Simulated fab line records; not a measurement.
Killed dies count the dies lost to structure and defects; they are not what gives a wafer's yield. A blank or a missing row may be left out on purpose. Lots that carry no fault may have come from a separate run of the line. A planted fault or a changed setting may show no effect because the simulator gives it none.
Chamber matching :: flow gf180mcu :: 4 sister chambers for GF_V1_CMP_04 on cmp-01
The step polishes SiO2. 8 wafers are shown with their chamber, then 7 later ones without.

== EACH WAFER AND ITS CHAMBER ==
wafer: L524.1
chamber: 2
motor-current-A (A): 11.0
retaining-ring-pressure-frac: 1.002

wafer: L529.4
chamber: 1
motor-current-A (A): 10.8
retaining-ring-pressure-frac: 1.010

wafer: L529.5
chamber: 1
motor-current-A (A): 10.9
retaining-ring-pressure-frac: 1.004

wafer: L539.2
chamber: 0
motor-current-A (A): 13.3
retaining-ring-pressure-frac: 1.002

wafer: L539.4
chamber: 3
motor-current-A (A): 12.5
retaining-ring-pressure-frac: 0.991

wafer: L539.6
chamber: 2
motor-current-A (A): 10.8
retaining-ring-pressure-frac: 0.998

wafer: L542.2
chamber: 0
motor-current-A (A): 12.7
retaining-ring-pressure-frac: 0.992

wafer: L542.3
chamber: 3
motor-current-A (A): 12.0
retaining-ring-pressure-frac: 0.999

== WAFERS WITHOUT THEIR CHAMBER ==
wafer: L542.5
motor-current-A (A): 11.1
retaining-ring-pressure-frac: 1.004

wafer: L544.3
motor-current-A (A): 11.1
retaining-ring-pressure-frac: 1.000

wafer: L544.5
motor-current-A (A): 11.3
retaining-ring-pressure-frac: 1.001

wafer: L544.6
motor-current-A (A): 11.5
retaining-ring-pressure-frac: 1.000

wafer: L546.2
motor-current-A (A): 10.7
retaining-ring-pressure-frac: 0.995

wafer: L546.3
motor-current-A (A): 12.1
retaining-ring-pressure-frac: 1.001

wafer: L546.6
motor-current-A (A): 12.7
retaining-ring-pressure-frac: 1.003

== WHICH CHAMBER EACH WENT THROUGH ==
wafer: L542.5
from the rows above: can't be placed: 2 or 1
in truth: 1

wafer: L544.3
from the rows above: can't be placed: 2 or 1
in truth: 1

wafer: L544.5
from the rows above: can't be placed: 2 or 1
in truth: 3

wafer: L544.6
from the rows above: can't be placed: 2 or 1 or 3
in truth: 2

wafer: L546.2
from the rows above: can't be placed: 2 or 1
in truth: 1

wafer: L546.3
from the rows above: can't be placed: 3 or 0
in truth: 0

wafer: L546.6
from the rows above: can't be placed: 0 or 3
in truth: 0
0 of 7 placed correctly. Not placeable from these rows: 7 (in 6, the candidates include the true chamber). 0 placed wrongly.
How it was worked out, from the rows above alone: a wafer's distance from a chamber is the root of the sum, over the readings, of the square of ((its reading less the chamber's mean) divided by the reading's scatter). The wafer belongs to the nearest chamber; if the next one is less than 2 further off, it can't be placed. Each chamber's mean is taken over the wafers shown for it. The scatter: the root of (the sum of the squares of (reading less its chamber's mean) over the shown wafers, divided by (wafers less chambers)).
